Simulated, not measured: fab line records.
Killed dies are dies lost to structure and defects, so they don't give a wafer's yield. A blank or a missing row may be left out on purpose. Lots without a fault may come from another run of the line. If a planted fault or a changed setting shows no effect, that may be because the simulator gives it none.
Chamber matching || flow gf180mcu || cmp-01 running GF_V5_CMP_26: 4 sister chambers
The step polishes, stops on SiO2, t overpolish 15 s, target thk 0 nm. 4 wafers are shown with their chamber, then 7 later ones without.

== WAFERS PAIRED WITH THEIR CHAMBERS ==
{"wafer": "L448.1", "chamber": 2, "motorCurrentA (A)": 11.1}
{"wafer": "L448.3", "chamber": 3, "motorCurrentA (A)": 11.2}
{"wafer": "L449.1", "chamber": 0, "motorCurrentA (A)": 12.3}
{"wafer": "L449.3", "chamber": 1, "motorCurrentA (A)": 11.6}

== WAFERS WHOSE CHAMBER IS MISSING ==
{"wafer": "L449.4", "motorCurrentA (A)": 11.5}
{"wafer": "L458.1", "motorCurrentA (A)": 11.3}
{"wafer": "L458.2", "motorCurrentA (A)": 11.7}
{"wafer": "L458.5", "motorCurrentA (A)": 10.9}
{"wafer": "L460.1", "motorCurrentA (A)": 11.4}
{"wafer": "L460.2", "motorCurrentA (A)": 12.0}
{"wafer": "L460.5", "motorCurrentA (A)": 10.9}

== WHICH CHAMBER EACH WENT THROUGH ==
{"wafer": "L449.4", "from the rows above": "can't be placed: 1 or 3 or 2", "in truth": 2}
{"wafer": "L458.1", "from the rows above": "can't be placed: 3 or 2 or 1", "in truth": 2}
{"wafer": "L458.2", "from the rows above": 1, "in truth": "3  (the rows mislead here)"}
{"wafer": "L458.5", "from the rows above": "can't be placed: 2 or 3", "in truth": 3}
{"wafer": "L460.1", "from the rows above": "can't be placed: 1 or 3 or 2", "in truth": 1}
{"wafer": "L460.2", "from the rows above": "can't be placed: 0 or 1", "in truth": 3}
{"wafer": "L460.5", "from the rows above": "can't be placed: 2 or 3", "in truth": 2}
Correctly placed: 0 of 7. Cannot be placed on the basis of these rows: 6; the candidates contain the true chamber in 5. Placed wrongly: 1.
How it was worked out, from the rows above alone: a wafer's distance from a chamber is the root of the sum, over the readings, of the square of ((its reading less the chamber's mean) divided by the reading's scatter). The wafer belongs to the nearest chamber; if the next one is less than 2 further off, it can't be placed. A chamber's mean is the mean of its shown wafers. The scatter: with one shown wafer a chamber, the root of the mean of the squares of how far each hidden wafer lies from its nearest shown one.
